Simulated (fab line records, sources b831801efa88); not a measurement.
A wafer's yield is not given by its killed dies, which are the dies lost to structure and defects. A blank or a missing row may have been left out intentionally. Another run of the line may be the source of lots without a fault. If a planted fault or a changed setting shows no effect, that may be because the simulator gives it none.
Which tool was responsible? / flow gf180mcu / 24 lots with 72 wafers sampled at 3 steps, on a route of 602 steps

== WHAT THE GAUGES SHOWED, per wafer ==
GF_V1_BOW_MEAS_05. Usual: V1_BOW typically reads 82 um, with standard deviation 7.5.
lot=L074; measured=day 17 07:16; on=film_metro-02; V1_BOW (um)=73 80 77; flag=
lot=L075; measured=day 17 10:46; on=film_metro-03; V1_BOW (um)=92 87 90; flag=
lot=L076; measured=day 17 21:08; on=film_metro-01; V1_BOW (um)=71 66 84; flag=
lot=L077; measured=day 18 05:11; on=film_metro-03; V1_BOW (um)=78 89 84; flag=
lot=L078; measured=day 18 12:53; on=film_metro-03; V1_BOW (um)=91 76 78; flag=
lot=L079; measured=day 18 22:56; on=film_metro-01; V1_BOW (um)=75 79 72; flag=
lot=L080; measured=day 19 08:37; on=film_metro-02; V1_BOW (um)=85 69 75; flag=
lot=L081; measured=day 19 21:44; on=film_metro-02; V1_BOW (um)=79 75 75; flag=
lot=L082; measured=day 20 06:53; on=film_metro-03; V1_BOW (um)=79 84 68; flag=
lot=L083; measured=day 20 15:11; on=film_metro-03; V1_BOW (um)=94 83 83; flag=
lot=L084; measured=day 21 01:59; on=film_metro-03; V1_BOW (um)=90 85 89; flag=
lot=L085; measured=day 21 06:07; on=film_metro-02; V1_BOW (um)=72 77 69; flag=
lot=L086; measured=day 21 19:29; on=film_metro-01; V1_BOW (um)=88 93 92; flag=
lot=L087; measured=day 21 21:07; on=film_metro-03; V1_BOW (um)=80 82 86; flag=
lot=L088; measured=day 23 01:14; on=film_metro-03; V1_BOW (um)=89 76 86; flag=
lot=L090; measured=day 23 11:38; on=film_metro-03; V1_BOW (um)=86 87 76; flag=
lot=L089; measured=day 23 12:55; on=film_metro-01; V1_BOW (um)=89 92 92; flag=
lot=L091; measured=day 23 14:45; on=film_metro-02; V1_BOW (um)=71 73 81; flag=
lot=L092; measured=day 23 17:11; on=film_metro-03; V1_BOW (um)=89 94 78; flag=
lot=L093; measured=day 23 21:07; on=film_metro-03; V1_BOW (um)=80 76 83; flag=
lot=L094; measured=day 24 19:20; on=film_metro-03; V1_BOW (um)=93 90 95; flag=
lot=L095; measured=day 25 00:43; on=film_metro-03; V1_BOW (um)=89 82 90; flag=
lot=L096; measured=day 25 09:39; on=film_metro-03; V1_BOW (um)=80 87 82; flag=
lot=L097; measured=day 25 18:26; on=film_metro-02; V1_BOW (um)=84 70 87; flag=

GF_M4_CD_MEAS_14: target cd 280 nm. Usual: cd_nm reads 279.8 nm (standard deviation 1).
lot=L074; measured=day 23 15:17; on=cd_sem-02; cd_nm (nm)=279.1 279.6 279.8; flag=
lot=L075; measured=day 23 18:25; on=cd_sem-01; cd_nm (nm)=280.8 281.5 280.8; flag=
lot=L076; measured=day 24 04:15; on=cd_sem-01; cd_nm (nm)=279.5 278.5 278.8; flag=
lot=L077; measured=day 24 11:10; on=cd_sem-01; cd_nm (nm)=280.2 281.1 282.2; flag=
lot=L078; measured=day 24 19:21; on=cd_sem-01; cd_nm (nm)=279.4 279.3 279.5; flag=
lot=L079; measured=day 25 03:46; on=cd_sem-01; cd_nm (nm)=279.5 278.8 279.2; flag=
lot=L080; measured=day 25 13:33; on=cd_sem-01; cd_nm (nm)=279.2 279.0 279.2; flag=
lot=L081; measured=day 26 00:45; on=cd_sem-01; cd_nm (nm)=279.8 279.7 280.4; flag=
lot=L082; measured=day 26 06:18; on=cd_sem-01; cd_nm (nm)=279.8 280.2 279.5; flag=
lot=L083; measured=day 26 15:24; on=cd_sem-02; cd_nm (nm)=279.6 280.6 280.7; flag=
lot=L084; measured=day 27 00:23; on=cd_sem-01; cd_nm (nm)=281.7 282.3 281.6; flag=
lot=L085; measured=day 27 03:41; on=cd_sem-02; cd_nm (nm)=280.1 281.0 279.4; flag=
lot=L086; measured=day 27 17:38; on=cd_sem-02; cd_nm (nm)=280.8 282.2 280.6; flag=
lot=L087; measured=day 27 18:20; on=cd_sem-02; cd_nm (nm)=280.8 281.7 280.3; flag=
lot=L088; measured=day 28 17:08; on=cd_sem-01; cd_nm (nm)=280.1 279.2 280.1; flag=
lot=L090; measured=day 29 00:15; on=cd_sem-01; cd_nm (nm)=281.3 281.5 280.7; flag=
lot=L089; measured=day 29 01:20; on=cd_sem-01; cd_nm (nm)=279.3 279.3 278.8; flag=
lot=L091; measured=day 29 02:34; on=cd_sem-01; cd_nm (nm)=279.9 280.9 281.2; flag=
lot=L092; measured=day 29 05:43; on=cd_sem-01; cd_nm (nm)=278.8 278.9 278.7; flag=
lot=L093; measured=day 29 10:37; on=cd_sem-02; cd_nm (nm)=279.3 278.6 279.2; flag=
lot=L094; measured=day 30 02:38; on=cd_sem-01; cd_nm (nm)=279.3 279.0 279.1; flag=
lot=L095; measured=day 30 08:20; on=cd_sem-02; cd_nm (nm)=278.1 278.9 279.6; flag=
lot=L096; measured=day 30 15:25; on=cd_sem-01; cd_nm (nm)=280.2 278.9 279.0; flag=
lot=L097; measured=day 30 23:02; on=cd_sem-02; cd_nm (nm)=278.4 277.9 279.0; flag=

== WHAT TOOL EACH LOT RAN ON (gives the tool, then ch and the chambers of the sampled wafers, and finally the start) ==
lot=L074; GF_V2_SPUTTER_22=pvd_sputter-01, day 20 13:06
lot=L075; GF_V2_SPUTTER_22=pvd_sputter-01, day 20 15:45
lot=L076; GF_V2_SPUTTER_22=pvd_sputter-02, day 21 01:50
lot=L077; GF_V2_SPUTTER_22=pvd_sputter-02, day 21 09:44
lot=L078; GF_V2_SPUTTER_22=pvd_sputter-02, day 21 17:26
lot=L079; GF_V2_SPUTTER_22=pvd_sputter-02, day 22 04:01
lot=L080; GF_V2_SPUTTER_22=pvd_sputter-01, day 22 13:59
lot=L081; GF_V2_SPUTTER_22=pvd_sputter-01, day 23 02:23
lot=L082; GF_V2_SPUTTER_22=pvd_sputter-03, day 23 09:47
lot=L083; GF_V2_SPUTTER_22=pvd_sputter-01, day 23 19:11
lot=L084; GF_V2_SPUTTER_22=pvd_sputter-02, day 24 04:05
lot=L085; GF_V2_SPUTTER_22=pvd_sputter-02, day 24 07:52
lot=L086; GF_V2_SPUTTER_22=pvd_sputter-02, day 24 21:37
lot=L087; GF_V2_SPUTTER_22=pvd_sputter-03, day 24 22:50
lot=L088; GF_V2_SPUTTER_22=pvd_sputter-02, day 26 00:11
lot=L090; GF_V2_SPUTTER_22=pvd_sputter-02, day 26 08:44
lot=L089; GF_V2_SPUTTER_22=pvd_sputter-01, day 26 09:41
lot=L091; GF_V2_SPUTTER_22=pvd_sputter-02, day 26 11:58
lot=L092; GF_V2_SPUTTER_22=pvd_sputter-01, day 26 14:35
lot=L093; GF_V2_SPUTTER_22=pvd_sputter-02, day 26 20:46
lot=L094; GF_V2_SPUTTER_22=pvd_sputter-02, day 27 13:20
lot=L095; GF_V2_SPUTTER_22=pvd_sputter-03, day 27 19:32
lot=L096; GF_V2_SPUTTER_22=pvd_sputter-02, day 28 03:08
lot=L097; GF_V2_SPUTTER_22=pvd_sputter-01, day 28 11:40
- GF_V2_SPUTTER_22: material TiN, target thk 10 nm, time 40 s.

== WHAT THE TOOLS THEMSELVES READ (means of the sampled wafers that have a number; where no wafer has one, the mark that the record gives instead) ==
GF_V2_SPUTTER_22. Usual: throttle_valve_pct reads 30.7 % (standard deviation 0.96).
lot=L074; tool=pvd_sputter-01; throttle_valve_pct (%)=31.0; flag=
lot=L075; tool=pvd_sputter-01; throttle_valve_pct (%)=31.6; flag=
lot=L076; tool=pvd_sputter-02; throttle_valve_pct (%)=30.0; flag=
lot=L077; tool=pvd_sputter-02; throttle_valve_pct (%)=30.7; flag=
lot=L078; tool=pvd_sputter-02; throttle_valve_pct (%)=30.6; flag=
lot=L079; tool=pvd_sputter-02; throttle_valve_pct (%)=30.6; flag=
lot=L080; tool=pvd_sputter-01; throttle_valve_pct (%)=30.4; flag=
lot=L081; tool=pvd_sputter-01; throttle_valve_pct (%)=32.6; flag=
lot=L082; tool=pvd_sputter-03; throttle_valve_pct (%)=29.9; flag=
lot=L083; tool=pvd_sputter-01; throttle_valve_pct (%)=31.6; flag=
lot=L084; tool=pvd_sputter-02; throttle_valve_pct (%)=30.2; flag=
lot=L085; tool=pvd_sputter-02; throttle_valve_pct (%)=30.5; flag=
lot=L086; tool=pvd_sputter-02; throttle_valve_pct (%)=31.0; flag=
lot=L087; tool=pvd_sputter-03; throttle_valve_pct (%)=30.1; flag=
lot=L088; tool=pvd_sputter-02; throttle_valve_pct (%)=30.4; flag=
lot=L090; tool=pvd_sputter-02; throttle_valve_pct (%)=31.0; flag=
lot=L089; tool=pvd_sputter-01; throttle_valve_pct (%)=31.4; flag=
lot=L091; tool=pvd_sputter-02; throttle_valve_pct (%)=30.3; flag=
lot=L092; tool=pvd_sputter-01; throttle_valve_pct (%)=31.0; flag=
lot=L093; tool=pvd_sputter-02; throttle_valve_pct (%)=31.0; flag=
lot=L094; tool=pvd_sputter-02; throttle_valve_pct (%)=30.1; flag=
lot=L095; tool=pvd_sputter-03; throttle_valve_pct (%)=30.0; flag=
lot=L096; tool=pvd_sputter-02; throttle_valve_pct (%)=30.9; flag=
lot=L097; tool=pvd_sputter-01; throttle_valve_pct (%)=32.3; flag=

== THE ANSWER, worked out from the rows above alone ==
Rule: a lot is off if the mean of its wafers that have a number lies more than 3 standard deviations from the usual mean. A lot without any number at a reading at which 4 lots or more have one is off too. The other lots that the step has rows for count as sound. The gauges are gone through in route order, then the tools' own readings, and for those a lot's mean is taken as printed above. The first step at which some lot is off is used, and at that step the reading that is off furthest; a lot without a number counts as furthest.
Nothing can be told from this: no lot is off at any reading shown.

== WHAT HAD BEEN PUT IN BY THE SIMULATOR ==
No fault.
